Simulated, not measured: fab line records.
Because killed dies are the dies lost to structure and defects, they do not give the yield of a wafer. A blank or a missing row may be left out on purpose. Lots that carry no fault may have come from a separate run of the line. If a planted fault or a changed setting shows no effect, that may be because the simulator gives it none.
A struck lot beside a sound one | flow gf180mcu | 15 out of 602 route steps
Sound: wafers L492.2, L492.3, L492.4. Wafers L482.3, L482.4, L482.5 were the ones struck. At the end, the cause is stated.
Each step with rows lists, per side, the tool, then ch with its chambers, then its first start. Under that, the readings that differ: sound wafers | struck wafers | difference of the means | sigmas: that difference in standard deviations of wafers without a fault.
alike: readings whose means differ by less than 2 such deviations, and words and numbers that are the same on both sides. not compared: withheld readings, readings that some wafer has no value for, bounds like >300 that may hide the same value, and numbers for which the record gives no deviation and whose values overlap.
A row with sigmas, a row that says differs or no value, or rows on one side alone: a step with any of these is where the two part. Non-overlapping numbers with no deviation appear without sigmas and do not part them. A reading missing from all wafers of one side parts the sides only when that side holds two or more wafers.

GF_V4_OVL_MEAS_15:
  sound: overlay-01 at day 29 22:08; struck: overlay-02 at day 27 05:44
  alike: V4_OVL
then, 2 steps without rows for these wafers: GF_V4_ETCH_16 (etches BARC in N2/H2); GF_V4_ETCH_17 (etches SiO2 in C4F8/O2/Ar, stops on TiN, target depth 630 nm).
GF_V4_STRIP_18: strips in O2/N2.
  sound on plasma-asher-02 ch 0,1, day 29 22:17; struck on plasma-asher-04 ch 0,1, day 27 05:55
  alike: drypump-motor-current-A, heater-power-w, oes-product-au
  not compared: rf-hours-counter-h
then, 2 steps without rows for these wafers: GF_V4_STRIP_19 (strips in post etch residue remover, time 1200 s); GF_V4_CLEAN_20 (cleans in DIW).
GF_V4_SPUTTER_21: material Ti, target thk 15 nm, time 80.02 s.
  sound: pvd-sputter-03 at day 29 22:49; struck: pvd-sputter-03 at day 27 06:27
  alike: throttle-valve-pct
GF_V4_SPUTTER_22: material TiN, target thk 10 nm, time 40 s.
  sound: pvd-sputter-03 at day 29 22:53; struck: pvd-sputter-03 at day 27 06:31
  alike: throttle-valve-pct
GF_V4_CVD_23: deposits W, target thk 350 nm, time 104.9 s.
  sound on cvd-w-02 ch 0,1, day 29 22:55; struck on cvd-w-01 ch 0,1, day 27 06:35
  alike: heater-power-w
GF_V4_RS_MEAS_24: a four-point-probe measurement.
  sound: film-metro-02 at day 29 23:04; struck: film-metro-02 at day 27 06:42
  alike: V4_W_RS
GF_V4_THK_MEAS_25: measures by xrf.
  sound: film-metro-02 at day 29 23:10; struck: film-metro-02 at day 27 06:48
  alike: V4_W_THK
then, 1 step without rows for these wafers: GF_V4_CMP_26 (polishes, stops on SiO2, t overpolish 15 s, target thk 0 nm).
GF_MIM_SPUTTER_00: material Ti, target thk 37.5 nm, time 150 s.
  sound: pvd-sputter-03 at day 29 23:43; struck: pvd-sputter-04 at day 27 07:08
  reading                                | sound             | struck            | difference | sigmas
  model.Ti_of_MIM_SPUTTER_00.thk-nm (nm) | 37.26 36.97 37.24 | 33.39 33.01 33.06 | -4.00      |
  alike: throttle-valve-pct
GF_MIM_SPUTTER_01: material TiN, target thk 30 nm, time 25 s.
  sound: pvd-sputter-03 at day 29 23:49; struck: pvd-sputter-04 at day 27 07:14
  alike: throttle-valve-pct
after that, 1 step had no rows for these wafers: GF_PASSIVATION_PROBE_99.

WHERE THEY PART
Nowhere in this record.

WHY: what the simulator had put in
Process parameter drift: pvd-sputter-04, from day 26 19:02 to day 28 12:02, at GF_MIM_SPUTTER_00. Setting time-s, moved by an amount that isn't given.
